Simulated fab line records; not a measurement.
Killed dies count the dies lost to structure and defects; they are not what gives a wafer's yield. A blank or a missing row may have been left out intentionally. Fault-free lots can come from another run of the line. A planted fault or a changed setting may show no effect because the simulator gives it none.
Chamber matching -- flow gf180mcu -- GF_V2_CMP_26 on cmp-02 has 4 sister chambers
The step polishes, stops on SiO2, t overpolish 15 s, target thk 0 nm. 4 wafers are shown with their chamber, then 8 later ones without.

## EACH WAFER AND ITS CHAMBER
wafer,chamber,motor_current_A (A)
L851.5,2,10.5
L852.1,0,9.9
L852.2,1,12.0
L863.1,3,10.2

## WAFERS MISSING THEIR CHAMBER
wafer,motor_current_A (A)
L863.3,12.0
L863.6,11.1
L864.2,11.6
L864.5,10.1
L864.6,10.0
L867.1,10.4
L867.4,10.7
L867.5,12.1

## EACH ONE'S CHAMBER
wafer,from the rows above,in truth
L863.3,1,1
L863.6,can't be placed: 2 or 1 or 3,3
L864.2,1,1
L864.5,can't be placed: 3 or 0 or 2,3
L864.6,can't be placed: 0 or 3 or 2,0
L867.1,can't be placed: 2 or 3 or 0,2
L867.4,can't be placed: 2 or 3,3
L867.5,1,1
Placed correctly: 3 of 8. These rows do not allow placing 5 (true chamber among the candidates in 5). 0 placed wrongly.
How it was worked out, from the rows above alone: a wafer's distance from a chamber is the root of the sum, over the readings, of the square of ((its reading less the chamber's mean) divided by the reading's scatter). The wafer belongs to the nearest chamber; if the next one is less than 2 further off, it can't be placed. The mean given for a chamber averages the wafers shown for that chamber. The scatter: root of mean squared gap, hidden wafer to nearest shown wafer, with one shown wafer a chamber.
